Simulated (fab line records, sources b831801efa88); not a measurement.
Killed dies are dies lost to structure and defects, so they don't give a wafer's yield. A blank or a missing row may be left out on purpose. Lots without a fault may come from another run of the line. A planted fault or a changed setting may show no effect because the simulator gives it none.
Which tool did it? | flow sky130 | 11 lots, 33 wafers sampled, at 5 steps of a route of 708

WHAT THE GAUGES READ, wafer by wafer
SKY_VT_ADJUST_NCORE_CD_MEAS_07: target cd 380 nm.
lot  | measured     | on        | cd_nm (nm)
L118 | day 9 03:52  | cd_sem-02 | 381.6 381.6 383.6
L119 | day 9 12:11  | cd_sem-01 | 379.7 380.4 378.1
L120 | day 9 17:01  | cd_sem-01 | 379.1 376.5 379.3
L122 | day 10 09:34 | cd_sem-01 | 381.0 381.8 382.6
L127 | day 11 19:25 | cd_sem-01 | 381.5 382.1 382.7
L128 | day 11 22:58 | cd_sem-01 | 380.3 379.6 379.9
L129 | day 12 12:48 | cd_sem-01 | 381.4 378.8 382.9
L130 | day 12 17:23 | cd_sem-02 | 382.8 382.1 381.1
L137 | day 15 05:41 | cd_sem-01 | 377.1 377.3 374.7
L138 | day 15 16:08 | cd_sem-02 | 381.6 380.9 382.8
L139 | day 15 17:02 | cd_sem-02 | 378.2 380.8 379.3

SKY_SONOS_TUNNEL_CD_MEAS_07: target cd 410 nm.
lot  | measured     | on        | cd_nm (nm)
L118 | day 12 01:22 | cd_sem-01 | 410.0 409.3 409.1
L119 | day 12 11:44 | cd_sem-02 | 406.7 409.3 407.1
L120 | day 12 17:26 | cd_sem-01 | 415.1 413.4 412.5
L122 | day 13 11:50 | cd_sem-02 | 412.3 411.7 410.2
L127 | day 15 01:52 | cd_sem-01 | 411.4 411.1 410.3
L128 | day 15 05:58 | cd_sem-02 | 410.7 411.4 414.4
L129 | day 15 19:23 | cd_sem-01 | 412.3 414.5 410.7
L130 | day 15 23:20 | cd_sem-01 | 405.1 406.6 406.1
L137 | day 18 20:41 | cd_sem-02 | 406.8 405.5 405.1
L138 | day 19 06:56 | cd_sem-01 | 406.3 406.5 408.6
L139 | day 19 09:33 | cd_sem-01 | 407.6 409.4 409.4

SKY_SONOS_ONO_OVL_MEAS_14.
lot  | measured     | on         | SONOS_ONO_OVL (nm)
L118 | day 13 10:56 | overlay-02 | -0.8 -3.1 -2.2
L119 | day 13 19:51 | overlay-01 | 0.3 -0.9 1.1
L120 | day 14 02:17 | overlay-02 | -2.6 -3.0 -2.1
L122 | day 14 21:21 | overlay-02 | -2.3 -0.3 -1.3
L127 | day 16 12:08 | overlay-01 | 1.7 0.7 1.9
L128 | day 16 14:29 | overlay-01 | 2.1 0.0 -0.6
L129 | day 17 05:58 | overlay-01 | 2.4 2.7 2.2
L130 | day 17 08:08 | overlay-01 | -1.4 -1.9 -1.4
L137 | day 20 07:55 | overlay-01 | 0.0 0.2 -0.3
L138 | day 20 18:22 | overlay-02 | -1.2 -0.1 1.3
L139 | day 21 03:01 | overlay-01 | 0.6 0.5 1.3

SKY_POLY_GATE_THK_MEAS_01.
lot  | measured     | on            | POLY_GATE_CVD_00_THK (nm)
L118 | day 14 22:39 | film_metro-01 | 178.5 177.8 177.4
L119 | day 15 07:07 | film_metro-02 | 176.8 177.5 178.1
L120 | day 15 12:32 | film_metro-02 | 178.4 176.2 176.7
L122 | day 16 09:52 | film_metro-01 | 179.2 178.9 178.3
L127 | day 17 23:26 | film_metro-04 | 117.4 118.4 117.4 117.4 118.5 117.4
L128 | day 18 01:20 | film_metro-01 | 115.8 115.5 116.1 115.8 115.6 116.0
L129 | day 18 19:02 | film_metro-02 | 118.1 118.1 120.0 118.1 118.2 120.0
L130 | day 18 21:34 | film_metro-04 | 117.8 115.9 117.3 117.8 116.0 117.5
L137 | day 21 19:55 | film_metro-01 | 177.6 178.1 177.3
L138 | day 22 07:19 | film_metro-04 | 181.9 178.7 180.6
L139 | day 22 14:43 | film_metro-01 | 180.1 181.3 180.1

WHICH TOOL RAN EACH LOT (tool, then ch and the chambers of the sampled wafers, then the start)
lot  | SKY_POLY_GATE_CVD_00
L118 | lpcvd-01 ch 0, day 14 21:27
L119 | lpcvd-01 ch 0, day 15 05:53
L120 | lpcvd-01 ch 1, day 15 11:20
L122 | lpcvd-01 ch 0, day 16 08:04
L127 | lpcvd-01 ch 1, day 17 22:14
L128 | lpcvd-01 ch 0, day 18 00:08
L129 | lpcvd-01 ch 0, day 18 17:49
L130 | lpcvd-01 ch 1, day 18 20:22
L137 | lpcvd-01 ch 1, day 21 18:42
L138 | lpcvd-01 ch 0, day 22 06:06
L139 | lpcvd-01 ch 0, day 22 13:31
- SKY_POLY_GATE_CVD_00: deposits poly-Si, target thk 180 nm, time 720 s.

WHAT THE TOOLS THEMSELVES READ (means of the sampled wafers that have a number; where no wafer has one, the mark that the record gives instead)
SKY_POLY_GATE_CVD_00.
lot  | tool     | spike_tc_bottom_C (C)
L118 | lpcvd-01 | 634.3
L119 | lpcvd-01 | 635.0
L120 | lpcvd-01 | 639.7
L122 | lpcvd-01 | 635.1
L127 | lpcvd-01 | 639.5
L128 | lpcvd-01 | 635.7
L129 | lpcvd-01 | 635.2
L130 | lpcvd-01 | 640.1
L137 | lpcvd-01 | 639.5
L138 | lpcvd-01 | 635.1
L139 | lpcvd-01 | 635.5

THE ANSWER, worked out from the rows above alone
Rule: what is usual is taken from the lots themselves. Put in order of their means at a reading, lots are off if they are a third of the lots or fewer, leave a main group of 4 or more, and stand apart from it by a gap of 3 or more times the standard deviation of the main group's means; of several such gaps the widest counts. A main group whose means are all the same, to the digits that the tables above print for the reading, isn't used. A lot without any number at a reading at which 4 lots or more have one is off too. The other lots that the step has rows for count as sound. The gauges are gone through in route order, then the tools' own readings, and for those a lot's mean is taken as printed above. The first step at which some lot is off is used, and at that step the reading that is off furthest; a lot without a number counts as furthest.
No lot is off at any reading shown: from this, nothing can be told.

WHAT THE SIMULATOR HAD PUT IN
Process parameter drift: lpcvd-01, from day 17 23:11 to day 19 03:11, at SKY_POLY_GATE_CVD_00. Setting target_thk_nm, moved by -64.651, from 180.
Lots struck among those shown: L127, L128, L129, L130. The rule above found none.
